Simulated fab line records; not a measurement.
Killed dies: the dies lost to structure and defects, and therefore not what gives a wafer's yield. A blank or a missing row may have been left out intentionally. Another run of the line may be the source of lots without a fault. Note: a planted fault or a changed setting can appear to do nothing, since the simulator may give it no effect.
Which tool was responsible? / flow gf180mcu / 11 lots with 33 wafers sampled at 4 steps, on a route of 602 steps

## WHAT THE GAUGES SHOWED, per wafer
GF_VT_IMPLANT_RS_MEAS_46: measures by four-point-probe.
lot=L972; measured=day 8 00:50; on=filmMetro-03; MVSD_RS (ohm/sq)=457.1 457.6 457.5
lot=L973; measured=day 8 14:05; on=filmMetro-02; MVSD_RS (ohm/sq)=459.1 458.4 458.7
lot=L974; measured=day 8 15:08; on=filmMetro-02; MVSD_RS (ohm/sq)=457.2 458.5 456.2
lot=L975; measured=day 8 21:06; on=filmMetro-02; MVSD_RS (ohm/sq)=454.8 454.1 455.1
lot=L976; measured=day 9 04:23; on=filmMetro-04; MVSD_RS (ohm/sq)=456.3 456.0 455.6
lot=L978; measured=day 9 16:33; on=filmMetro-04; MVSD_RS (ohm/sq)=454.3 454.2 455.2
lot=L989; measured=day 12 19:38; on=filmMetro-03; MVSD_RS (ohm/sq)=473.5 475.3 475.8
lot=L990; measured=day 13 04:16; on=filmMetro-02; MVSD_RS (ohm/sq)=476.7 476.4 478.2
lot=L991; measured=day 13 11:49; on=filmMetro-02; MVSD_RS (ohm/sq)=456.9 457.7 457.9
lot=L992; measured=day 13 19:49; on=filmMetro-02; MVSD_RS (ohm/sq)=456.4 455.3 455.7
lot=L993; measured=day 14 03:02; on=filmMetro-03; MVSD_RS (ohm/sq)=457.6 456.3 457.0

## WHAT TOOL EACH LOT RAN ON (gives the tool, then ch and the chambers of the sampled wafers, and finally the start)
lot=L972; GF_NWELL_STRIP_10=plasmaAsher-03 ch 0,1, day 3 17:22; GF_MVSD_IMPLANT_08=implanter-01 ch 0, day 4 21:26; GF_VT_IMPLANT_STRIP_09=plasmaAsher-03 ch 0,1, day 6 02:04
lot=L973; GF_NWELL_STRIP_10=plasmaAsher-02 ch 0,1, day 4 00:40; GF_MVSD_IMPLANT_08=implanter-04 ch 0, day 5 05:04; GF_VT_IMPLANT_STRIP_09=plasmaAsher-02 ch 0,1, day 6 12:58
lot=L974; GF_NWELL_STRIP_10=plasmaAsher-01 ch 1, day 4 04:46; GF_MVSD_IMPLANT_08=implanter-04 ch 0, day 5 08:50; GF_VT_IMPLANT_STRIP_09=plasmaAsher-01 ch 0,1, day 6 14:33
lot=L975; GF_NWELL_STRIP_10=plasmaAsher-02 ch 0,1, day 4 10:12; GF_MVSD_IMPLANT_08=implanter-04 ch 0, day 5 14:43; GF_VT_IMPLANT_STRIP_09=plasmaAsher-03 ch 0,1, day 6 19:46
lot=L976; GF_NWELL_STRIP_10=plasmaAsher-02 ch 0,1, day 4 15:52; GF_MVSD_IMPLANT_08=implanter-01 ch 0, day 5 20:55; GF_VT_IMPLANT_STRIP_09=plasmaAsher-03 ch 0,1, day 7 03:07
lot=L978; GF_NWELL_STRIP_10=plasmaAsher-02 ch 0,1, day 5 03:16; GF_MVSD_IMPLANT_08=implanter-03 ch 0, day 6 08:17; GF_VT_IMPLANT_STRIP_09=plasmaAsher-02 ch 0, day 7 14:55
lot=L989; GF_NWELL_STRIP_10=plasmaAsher-03 ch 0,1, day 7 14:46; GF_MVSD_IMPLANT_08=implanter-04 ch 0, day 8 23:24; GF_VT_IMPLANT_STRIP_09=plasmaAsher-03 ch 0,1, day 10 10:40
lot=L990; GF_NWELL_STRIP_10=plasmaAsher-01 ch 0,1, day 7 20:52; GF_MVSD_IMPLANT_08=implanter-04 ch 0, day 9 05:53; GF_VT_IMPLANT_STRIP_09=plasmaAsher-03 ch 0,1, day 10 18:01
lot=L991; GF_NWELL_STRIP_10=plasmaAsher-02 ch 0,1, day 8 03:08; GF_MVSD_IMPLANT_08=implanter-03 ch 0, day 9 12:11; GF_VT_IMPLANT_STRIP_09=plasmaAsher-01 ch 0,1, day 11 00:46
lot=L992; GF_NWELL_STRIP_10=plasmaAsher-02 ch 0,1, day 8 09:28; GF_MVSD_IMPLANT_08=implanter-01 ch 0, day 9 19:16; GF_VT_IMPLANT_STRIP_09=plasmaAsher-02 ch 0,1, day 11 08:16
lot=L993; GF_NWELL_STRIP_10=plasmaAsher-01 ch 0,1, day 8 15:37; GF_MVSD_IMPLANT_08=implanter-03 ch 0, day 10 01:04; GF_VT_IMPLANT_STRIP_09=plasmaAsher-03 ch 0,1, day 11 14:40
- GF_NWELL_STRIP_10: strips in O2/N2.
- GF_MVSD_IMPLANT_08
- GF_VT_IMPLANT_STRIP_09: strips in O2/N2.

## THE ANSWER, worked out from the rows above alone
Rule: the usual values come from the lots themselves. The widest of any qualifying gaps counts: lots, ordered by their means at a reading, are off when they make up no more than a third of the lots, leave a main group of 4 or more, and stand apart from it by 3 or more times the standard deviation of that group's means. If all means in a main group match to the digits the tables above print for the reading, that group is not used. Also off: a lot with no number at a reading for which 4 or more lots have one. Any other lot the step has rows for is counted as sound.
Off: L989, L990, at GF_VT_IMPLANT_RS_MEAS_46 (MVSD_RS). Mean 456.5 ohm/sq and standard deviation 1.3 in the main group.
A tool fits if, at a process step before that reading, it ran every lot that is off, and no sound lot after the first of them. Those tools and the gauges at GF_VT_IMPLANT_RS_MEAS_46 are tried in the same way. One fits: GF_MVSD_IMPLANT_08 on implanter-04. Its last sound lot is L975 (day 5 14:43), its first lot that is off L989 (day 8 23:24): a fault that began between those two fits.

## WHAT THE SIMULATOR HAD PUT IN
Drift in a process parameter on implanter-04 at GF_MVSD_IMPLANT_08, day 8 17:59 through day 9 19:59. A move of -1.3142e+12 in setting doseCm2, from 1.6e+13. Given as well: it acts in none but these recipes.
Struck lots among those shown: L989, L990. The rule given above showed the same thing.
